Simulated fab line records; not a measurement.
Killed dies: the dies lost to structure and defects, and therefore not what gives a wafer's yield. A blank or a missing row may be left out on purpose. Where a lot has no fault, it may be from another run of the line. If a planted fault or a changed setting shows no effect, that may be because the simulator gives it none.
Comparing a struck lot with a sound one | flow sky130 | 15 steps out of a route of 708
Sound: the wafers L826.2, L826.3, L826.5. Struck: wafer L840.4 (L840.1, L840.5, from the same lot, were not struck and are left out); the cause is given at the end.
Order at every step that has rows: each side's tool, ch and its chambers, its first start. Under that, the readings that differ: sound wafers | struck wafers | difference of the means | sigmas: that difference in standard deviations of wafers without a fault.
alike: a reading whose means differ by less than 2 such deviations, as well as words and numbers matching on both sides. not compared: withheld readings; readings where some wafer has no value; bounds like >300 that might hide an equal value; numbers whose values overlap and for which the record gives no deviation.
A row with sigmas, a row that says differs or no value, or rows on one side alone: a step with any of these is where the two part. When numbers do not overlap yet have no deviation, they are printed without sigmas and do not part them. A reading that every wafer of one side lacks parts them only if that side has two wafers or more.

first, 4 steps without rows for these wafers: SKY_VIA2_SOFTBAKE_08 (time 90 s); SKY_VIA2_EXPOSE_09 (exposes mask VIM2, target cd 200 nm); SKY_VIA2_PEB_10; SKY_VIA2_DEVELOP_11 (develop time 60 s).
SKY_VIA2_CD_MEAS_12: the cd target is 200 nm.
  sound on cdSem-01 at day 36 02:53; struck on cdSem-02 at day 40 18:03
reading   | sound             | struck | difference | sigmas
cdNm (nm) | 203.2 203.1 202.8 | 199.8  | -3.2       | -2
SKY_VIA2_OVL_MEAS_13:
  sound on overlay-02 at day 36 02:59; struck on overlay-02 at day 40 18:10
  alike: VIA2_OVL
SKY_VIA2_ETCH_14: etches BARC in N2/H2, stops on SiO2, time 45.9 s, target depth 60 nm.
  sound on rieDiel-04 ch 1,2, day 36 03:01; struck on rieDiel-01 ch 1, day 40 18:12
  alike: drypumpMotorCurrentA, oesProductAu, throttleValvePct
  not compared: rfHoursCounterH
SKY_VIA2_ETCH_15: etches SiO2 in C4F8/O2/Ar, stops on TiN, target depth 546 nm, time 84 s.
  sound on rieDiel-04 ch 1,2, day 36 03:04; struck on rieDiel-01 ch 1, day 40 18:14
  alike: oesProductAu
  not compared: rfHoursCounterH
SKY_VIA2_STRIP_16: strips in O2/N2.
  sound on plasmaAsher-02 ch 0,1, day 36 03:07; struck on plasmaAsher-02 ch 1, day 40 18:19
  alike: drypumpMotorCurrentA, oesProductAu, stripTimeToEndpointS
  not compared: rfHoursCounterH
then, 3 steps without rows for these wafers: SKY_VIA2_STRIP_17 (strips in post etch residue remover, time 1200 s); SKY_VIA2_CLEAN_18 (cleans in IPA, time 180 s); SKY_VIA2_CLEAN_19 (cleans in O3/DIW).
SKY_VIA2_SPUTTER_20: material TiN, target thk 20 nm, time 80 s.
  sound on pvdSputter-01 at day 36 03:47; struck on pvdSputter-04 at day 40 18:54
reading                                 | sound             | struck | difference | sigmas
model.TiN_of_VIA2_SPUTTER_20.thkNm (nm) | 19.78 19.61 19.61 | 25.54  | +5.87      | 
  alike: throttleValvePct
SKY_VIA2_CVD_21: deposits W, target thk 420 nm, time 126.4 s.
  sound on cvdW-01 ch 0,1, day 36 03:51; struck on cvdW-01 ch 1, day 40 18:58
  alike: chamberPressureTorr, heaterPowerW, susceptorTempC
next, for these wafers, 1 step has no rows: SKY_PAD_OPEN_PROBE_99.

## WHERE THEY PART
At SKY_VIA2_CD_MEAS_12 and nowhere else, as far as this record goes. Later steps at which nothing parts them and some readings are alike: SKY_VIA2_OVL_MEAS_13, SKY_VIA2_ETCH_14, SKY_VIA2_ETCH_15, SKY_VIA2_STRIP_16, SKY_VIA2_SPUTTER_20, SKY_VIA2_CVD_21.

WHY: the cause the simulator had injected
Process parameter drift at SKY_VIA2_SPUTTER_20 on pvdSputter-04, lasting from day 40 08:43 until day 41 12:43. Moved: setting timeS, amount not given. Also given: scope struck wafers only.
